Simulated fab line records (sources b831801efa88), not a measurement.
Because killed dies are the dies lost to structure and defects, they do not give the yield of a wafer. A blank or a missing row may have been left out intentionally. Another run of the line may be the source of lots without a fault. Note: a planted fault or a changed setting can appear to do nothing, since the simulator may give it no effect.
Which of the tools did it? | flow sky130 | 33 wafers from 11 lots sampled at 3 of the route's 708 steps

## WHAT THE GAUGES SHOWED, per wafer
SKY_VIA3_OVL_MEAS_13. Usual: for VIA3_OVL the level is 0 nm and the standard deviation is 5.4.
lot  | measured     | on         | VIA3_OVL (nm) | flag
L691 | day 39 08:42 | overlay-02 | 5 3 11        |
L694 | day 40 11:33 | overlay-02 | -2 6 1        |
L697 | day 41 06:24 | overlay-01 | 4 9 6         |
L698 | day 41 18:21 | overlay-01 | 6 5 5         |
L699 | day 42 04:54 | overlay-02 | -1 -7 -1      |
L703 | day 43 05:05 | overlay-02 | 7 11 6        |
L706 | day 44 01:50 | overlay-01 | -1 6 -1       |
L707 | day 44 02:12 | overlay-02 | -2 5 4        |
L704 | day 44 07:00 | overlay-01 | -3 -6 -4      |
L710 | day 44 22:29 | overlay-01 | -3 -6 -1      |
L714 | day 45 20:04 | overlay-02 | -5 -1 -1      |

SKY_PASSIVATION_THK_MEAS_01. Usual: for PASSIVATION_CVD_00_THK the level is 90.2 nm and the standard deviation is 1.2.
lot  | measured     | on            | PASSIVATION_CVD_00_THK (nm) | flag
L691 | day 43 13:21 | film_metro-04 | 88.6 88.4 89.6              |
L694 | day 44 14:13 | film_metro-04 | 89.7 89.6 90.1              |
L697 | day 45 07:04 | film_metro-04 | 90.3 91.8 92.2              |
L698 | day 45 17:22 | film_metro-02 | 90.1 90.2 91.8              |
L699 | day 46 01:46 | film_metro-03 | 89.2 89.1 90.3              |
L703 | day 46 23:46 | film_metro-03 | 89.8 91.0 89.8              |
L706 | day 47 19:18 | film_metro-02 | 89.8 89.4 90.9              |
L707 | day 47 19:25 | film_metro-04 | 89.9 91.0 92.2              |
L704 | day 48 00:17 | film_metro-04 | 89.9 90.7 90.7              |
L710 | day 48 13:53 | film_metro-04 | 90.3 91.1 90.9              |
L714 | day 49 07:14 | film_metro-04 | 90.5 93.0 91.7              |

## WHICH TOOL RAN EACH LOT (tool, then ch and the chambers of the sampled wafers, then the start)
lot  | SKY_CAP2M_CVD_00
L691 | pecvd-04 ch 1,2, day 39 10:17
L694 | pecvd-04 ch 0,2, day 40 13:06
L697 | pecvd-03 ch 0,2, day 41 07:56
L698 | pecvd-02 ch 1,2, day 41 19:55
L699 | pecvd-04 ch 0,1,2, day 42 06:27
L703 | pecvd-02 ch 1,2, day 43 06:39
L706 | pecvd-03 ch 0,1, day 44 03:30
L707 | pecvd-04 ch 1,2, day 44 03:44
L704 | pecvd-02 ch 0,1, day 44 08:43
L710 | pecvd-02 ch 1,2, day 45 00:02
L714 | pecvd-04 ch 0,1,2, day 45 21:42
- SKY_CAP2M_CVD_00: deposits SiO2, target thk 15.5 nm.

## AS READ BY THE TOOLS THEMSELVES (means over the sampled wafers that have a number; for cases with no such wafer, the mark the record gives instead)
SKY_CAP2M_CVD_00. Usual: heater_power_w 643 W, standard deviation 69.
lot  | tool     | heater_power_w (W) | flag
L691 | pecvd-04 | 547                |
L694 | pecvd-04 | 683                |
L697 | pecvd-03 | 625                |
L698 | pecvd-02 | 637                |
L699 | pecvd-04 | 596                |
L703 | pecvd-02 | 643                |
L706 | pecvd-03 | 606                |
L707 | pecvd-04 | 552                |
L704 | pecvd-02 | 669                |
L710 | pecvd-02 | 659                |
L714 | pecvd-04 | 634                |

## THE ANSWER, worked out from the rows above alone
Rule: lot off if the mean of its wafers having a number is beyond 3 standard deviations from the usual mean. Also off: a lot with no number at a reading for which 4 or more lots have one. Any other lot the step has rows for is counted as sound. First the gauges in route order, then the tools' own readings, where a lot's mean is used as printed above. The first step at which some lot is off is used, and at that step the reading that is off furthest; a lot without a number counts as furthest.
No lot is off on any of the readings shown, so nothing can be concluded from this.

## WHAT THE SIMULATOR HAD PUT IN
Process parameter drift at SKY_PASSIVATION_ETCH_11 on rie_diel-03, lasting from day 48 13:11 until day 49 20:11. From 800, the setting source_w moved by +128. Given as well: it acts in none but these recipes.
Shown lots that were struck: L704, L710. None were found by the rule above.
